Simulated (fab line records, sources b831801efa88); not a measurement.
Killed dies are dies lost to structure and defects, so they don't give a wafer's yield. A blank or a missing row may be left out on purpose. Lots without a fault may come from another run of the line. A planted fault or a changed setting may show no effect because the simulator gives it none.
Which tool did it? | flow sky130 | 11 lots, 33 wafers sampled, at 3 steps of a route of 708

WHAT THE GAUGES READ, wafer by wafer
SKY_VIA2_CD_MEAS_12: target cd 200 nm.
lot  | measured     | on        | cd_nm (nm)
L832 | day 36 06:31 | cd_sem-02 | 198.6 200.7 199.8
L833 | day 37 02:26 | cd_sem-02 | 197.5 198.3 196.8
L834 | day 37 04:33 | cd_sem-01 | 197.7 199.5 190.1
L835 | day 38 01:25 | cd_sem-02 | 189.0 188.1 197.8
L837 | day 38 07:39 | cd_sem-02 | 199.2 191.7 197.6
L846 | day 41 02:48 | cd_sem-01 | 199.7 200.1 200.0
L847 | day 41 09:28 | cd_sem-02 | 200.9 198.6 200.6
L848 | day 41 15:53 | cd_sem-02 | 198.7 199.8 198.4
L849 | day 41 21:02 | cd_sem-02 | 200.2 198.8 200.7
L851 | day 42 03:15 | cd_sem-02 | 201.3 202.0 201.3
L854 | day 43 08:46 | cd_sem-02 | 199.3 200.8 199.8

WHICH TOOL RAN EACH LOT (tool, then ch and the chambers of the sampled wafers, then the start)
lot  | SKY_METAL2_SPUTTER_01        | SKY_VIA2_EXPOSE_09
L832 | pvd_sputter-02, day 33 23:44 | krf_scanner-02 ch 0, day 35 18:02
L833 | pvd_sputter-04, day 34 20:38 | krf_scanner-02 ch 0, day 36 13:04
L834 | pvd_sputter-01, day 34 21:58 | krf_scanner-02 ch 0, day 36 15:02
L835 | pvd_sputter-04, day 35 20:08 | krf_scanner-02 ch 0, day 37 13:03
L837 | pvd_sputter-01, day 36 02:05 | krf_scanner-02 ch 0, day 37 18:31
L846 | pvd_sputter-02, day 39 00:22 | krf_scanner-02 ch 0, day 40 15:16
L847 | pvd_sputter-01, day 39 06:38 | krf_scanner-02 ch 0, day 40 21:28
L848 | pvd_sputter-02, day 39 13:58 | krf_scanner-01 ch 0, day 41 03:43
L849 | pvd_sputter-01, day 39 18:18 | krf_scanner-02 ch 0, day 41 09:15
L851 | pvd_sputter-01, day 40 00:47 | krf_scanner-02 ch 0, day 41 16:19
L854 | pvd_sputter-04, day 41 08:53 | krf_scanner-02 ch 0, day 42 21:19
- SKY_METAL2_SPUTTER_01: material TiN, target thk 20 nm, time 16.7 s.
- SKY_VIA2_EXPOSE_09: exposes mask VIM2, target cd 200 nm.

WHAT THE TOOLS THEMSELVES READ (means of the sampled wafers that have a number; where no wafer has one, the mark that the record gives instead)
SKY_METAL2_SPUTTER_01.
lot  | tool           | chamber_pressure_pa (Pa) | throttle_valve_pct (%)
L832 | pvd_sputter-02 | 0.4003                   | 29.0
L833 | pvd_sputter-04 | 0.3998                   | 29.4
L834 | pvd_sputter-01 | 0.3991                   | 31.8
L835 | pvd_sputter-04 | 0.3993                   | 29.0
L837 | pvd_sputter-01 | 0.3994                   | 30.2
L846 | pvd_sputter-02 | 0.4002                   | 29.9
L847 | pvd_sputter-01 | 0.4005                   | 31.8
L848 | pvd_sputter-02 | 0.4006                   | 30.4
L849 | pvd_sputter-01 | 0.4006                   | 31.7
L851 | pvd_sputter-01 | 0.4001                   | 31.3
L854 | pvd_sputter-04 | 0.4000                   | 29.9

SKY_VIA2_EXPOSE_09.
lot  | tool           | reticle_temp_C (C)
L832 | krf_scanner-02 | 23.15
L833 | krf_scanner-02 | 22.95
L834 | krf_scanner-02 | 22.96
L835 | krf_scanner-02 | 22.96
L837 | krf_scanner-02 | 22.97
L846 | krf_scanner-02 | 23.00
L847 | krf_scanner-02 | 22.99
L848 | krf_scanner-01 | 22.97
L849 | krf_scanner-02 | 22.83
L851 | krf_scanner-02 | 23.01
L854 | krf_scanner-02 | 22.89

THE ANSWER, worked out from the rows above alone
Rule: what is usual is taken from the lots themselves. Put in order of their means at a reading, lots are off if they are a third of the lots or fewer, leave a main group of 4 or more, and stand apart from it by a gap of 3 or more times the standard deviation of the main group's means; of several such gaps the widest counts. A main group whose means are all the same, to the digits that the tables above print for the reading, isn't used. A lot without any number at a reading at which 4 lots or more have one is off too. The other lots that the step has rows for count as sound. The gauges are gone through in route order, then the tools' own readings, and for those a lot's mean is taken as printed above. The first step at which some lot is off is used, and at that step the reading that is off furthest; a lot without a number counts as furthest.
No lot is off at any reading shown: from this, nothing can be told.

WHAT THE SIMULATOR HAD PUT IN
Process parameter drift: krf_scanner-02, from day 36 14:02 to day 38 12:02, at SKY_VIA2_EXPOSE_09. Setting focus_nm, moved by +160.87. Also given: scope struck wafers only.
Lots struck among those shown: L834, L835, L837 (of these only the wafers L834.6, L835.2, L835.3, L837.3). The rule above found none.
